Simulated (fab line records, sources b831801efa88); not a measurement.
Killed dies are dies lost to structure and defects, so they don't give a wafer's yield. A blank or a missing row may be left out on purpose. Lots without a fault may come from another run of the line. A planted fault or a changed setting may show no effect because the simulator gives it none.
Which tool did it? | flow sky130 | 12 lots, 36 wafers sampled, at 5 steps of a route of 708

WHAT THE GAUGES READ, wafer by wafer
SKY_POLY_GATE_THK_MEAS_04.
lot  | measured     | on            | POLY_GATE_CVD_03_THK (nm)
L502 | day 15 16:40 | film_metro-02 | 75.0 75.4 75.1
L503 | day 16 04:16 | film_metro-02 | 75.2 74.2 74.4
L504 | day 16 04:16 | film_metro-04 | 74.5 75.2 75.0
L511 | day 18 18:22 | film_metro-02 | 74.9 74.8 74.4
L512 | day 19 00:28 | film_metro-02 | 74.2 75.0 75.2
L513 | day 19 08:42 | film_metro-02 | 75.1 75.1 74.9
L515 | day 20 03:21 | film_metro-02 | 74.8 75.9 75.2
L517 | day 20 19:52 | film_metro-03 | 75.0 75.0 74.5
L520 | day 21 12:43 | film_metro-03 | 74.2 74.2 74.0
L521 | day 22 02:24 | film_metro-03 | 75.4 74.8 75.4
L522 | day 22 11:33 | film_metro-03 | 74.7 74.8 75.1
L525 | day 23 11:11 | film_metro-03 | 74.1 74.5 74.2

SKY_LDD_HVP_OVL_MEAS_07.
lot  | measured     | on         | LDD_HVP_OVL (nm)
L502 | day 22 00:23 | overlay-01 | 0.7 1.9 1.2
L503 | day 22 14:48 | overlay-02 | 1.0 -2.4 -0.6
L504 | day 22 14:56 | overlay-01 | 1.3 -1.4 1.9
L511 | day 25 04:53 | overlay-02 | -0.9 -0.4 0.2
L512 | day 25 12:47 | overlay-02 | -2.1 -2.3 -2.9
L513 | day 25 20:17 | overlay-01 | 1.6 0.6 1.6
L515 | day 26 12:14 | overlay-01 | -1.5 -1.2 -0.1
L517 | day 27 04:35 | overlay-02 | 0.2 0.8 -1.1
L520 | day 27 21:17 | overlay-01 | -1.7 -2.7 -0.6
L521 | day 28 08:59 | overlay-01 | -0.3 -0.7 -0.2
L522 | day 28 17:41 | overlay-02 | -1.4 0.6 -0.4
L525 | day 29 15:44 | overlay-01 | -2.1 -3.4 -1.2

SKY_LDD_LDN_TW_MEAS_13.
lot  | measured     | on            | LDD_LDN_TW
L502 | day 23 07:04 | film_metro-03 | 1493 1494 1493
L503 | day 23 21:36 | film_metro-04 | 1477 1476 1467
L504 | day 23 21:50 | film_metro-03 | 1491 1492 1492
L511 | day 26 10:14 | film_metro-01 | 1556 1560 1571
L512 | day 26 19:17 | film_metro-03 | 1560 1560 1562
L513 | day 27 01:29 | film_metro-04 | 1478 1481 1478
L515 | day 27 17:35 | film_metro-01 | 1497 1502 1492
L517 | day 28 10:35 | film_metro-01 | 1482 1478 1485
L520 | day 29 02:32 | film_metro-03 | 1487 1492 1488
L521 | day 29 13:25 | film_metro-04 | 1473 1478 1469
L522 | day 29 22:59 | film_metro-01 | 1489 1481 1494
L525 | day 30 21:17 | film_metro-01 | 1483 1487 1490

WHICH TOOL RAN EACH LOT (tool, then ch and the chambers of the sampled wafers, then the start)
lot  | SKY_LDD_N_STRIP_16                   | SKY_LDD_LDN_IMPLANT_10
L502 | plasma_asher-02 ch 0,1, day 18 04:22 | implanter-04 ch 0, day 23 06:40
L503 | plasma_asher-03 ch 0,1, day 18 18:03 | implanter-04 ch 0, day 23 21:14
L504 | plasma_asher-03 ch 0,1, day 18 18:13 | implanter-02 ch 0, day 23 21:28
L511 | plasma_asher-01 ch 0,1, day 21 11:22 | implanter-02 ch 0, day 26 09:50
L512 | plasma_asher-03 ch 0,1, day 21 17:32 | implanter-02 ch 0, day 26 18:53
L513 | plasma_asher-01 ch 1, day 22 02:13   | implanter-04 ch 0, day 27 01:06
L515 | plasma_asher-01 ch 0,1, day 22 19:07 | implanter-03 ch 0, day 27 17:11
L517 | plasma_asher-01 ch 0,1, day 23 11:47 | implanter-03 ch 0, day 28 10:11
L520 | plasma_asher-01 ch 0,1, day 24 05:13 | implanter-04 ch 0, day 29 02:08
L521 | plasma_asher-01 ch 0,1, day 24 17:13 | implanter-03 ch 0, day 29 13:01
L522 | plasma_asher-03 ch 0,1, day 25 02:14 | implanter-03 ch 0, day 29 22:35
L525 | plasma_asher-01 ch 0,1, day 26 01:41 | implanter-03 ch 0, day 30 20:53
- SKY_LDD_N_STRIP_16: strips in O2/N2.
- SKY_LDD_LDN_IMPLANT_10

WHAT THE TOOLS THEMSELVES READ (means of the sampled wafers that have a number; where no wafer has one, the mark that the record gives instead)
SKY_LDD_N_STRIP_16.
lot  | tool            | drypump_motor_current_A (A) | oes_product_au (a.u.) | strip_time_to_endpoint_s (s)
L502 | plasma_asher-02 | 5.83                        | 0.407                 | 4.313
L503 | plasma_asher-03 | 5.54                        | 0.415                 | 4.304
L504 | plasma_asher-03 | 5.53                        | 0.409                 | 4.313
L511 | plasma_asher-01 | 6.11                        | 0.409                 | 4.291
L512 | plasma_asher-03 | 5.51                        | 0.407                 | 4.330
L513 | plasma_asher-01 | 5.89                        | 0.405                 | 4.314
L515 | plasma_asher-01 | 6.00                        | 0.409                 | 4.318
L517 | plasma_asher-01 | 6.14                        | 0.408                 | 4.320
L520 | plasma_asher-01 | 6.13                        | 0.408                 | 4.346
L521 | plasma_asher-01 | 6.11                        | 0.408                 | 4.308
L522 | plasma_asher-03 | 5.57                        | 0.406                 | 4.310
L525 | plasma_asher-01 | 6.13                        | 0.407                 | 4.315

SKY_LDD_LDN_IMPLANT_10.
lot  | tool         | dose_ions_cm2 | faraday_current_uA
L502 | implanter-04 | 1.25e+13      | 69.0
L503 | implanter-04 | 1.25e+13      | 71.3
L504 | implanter-02 | 1.25e+13      | 69.5
L511 | implanter-02 | 2.20e+13      | 124.7
L512 | implanter-02 | 2.20e+13      | 124.6
L513 | implanter-04 | 1.25e+13      | 71.0
L515 | implanter-03 | 1.25e+13      | 70.0
L517 | implanter-03 | 1.25e+13      | 71.2
L520 | implanter-04 | 1.25e+13      | 69.8
L521 | implanter-03 | 1.25e+13      | 71.4
L522 | implanter-03 | 1.25e+13      | 70.0
L525 | implanter-03 | 1.25e+13      | 71.2

THE ANSWER, worked out from the rows above alone
Rule: what is usual is taken from the lots themselves. Put in order of their means at a reading, lots are off if they are a third of the lots or fewer, leave a main group of 4 or more, and stand apart from it by a gap of 3 or more times the standard deviation of the main group's means; of several such gaps the widest counts. A main group whose means are all the same, to the digits that the tables above print for the reading, isn't used. A lot without any number at a reading at which 4 lots or more have one is off too. The other lots that the step has rows for count as sound. The gauges are gone through in route order, then the tools' own readings, and for those a lot's mean is taken as printed above. The first step at which some lot is off is used, and at that step the reading that is off furthest; a lot without a number counts as furthest.
Off: L511, L512, at SKY_LDD_LDN_TW_MEAS_13 (LDD_LDN_TW). The main group: mean 1485, standard deviation 7.8.
A tool fits if, at a process step before that reading, it ran every lot that is off, and no sound lot after the first of them. The gauges at SKY_LDD_LDN_TW_MEAS_13 aren't tried: what is off there is off at SKY_LDD_LDN_IMPLANT_10 too, on other tools, and a gauge's error can't cause that. One fits: implanter-02 at SKY_LDD_LDN_IMPLANT_10. Its last sound lot is L504 (day 23 21:28), its first lot that is off L511 (day 26 09:50): a fault that began between those two fits.
The tool's own readings at SKY_LDD_LDN_IMPLANT_10 bear it out: on the lots that are off they differ by more than 5 times the standard deviation of the sound lots' means. dose_ions_cm2 reads 2.20e+13 there against 1.25e+13 on the sound lots; faraday_current_uA reads 124.7 there against 70.4 on the sound lots.

WHAT THE SIMULATOR HAD PUT IN
Process parameter drift: implanter-02, from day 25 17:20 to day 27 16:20, at SKY_LDD_LDN_IMPLANT_10. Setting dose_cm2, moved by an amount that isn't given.
Lots struck among those shown: L511, L512. The rule above found the same.
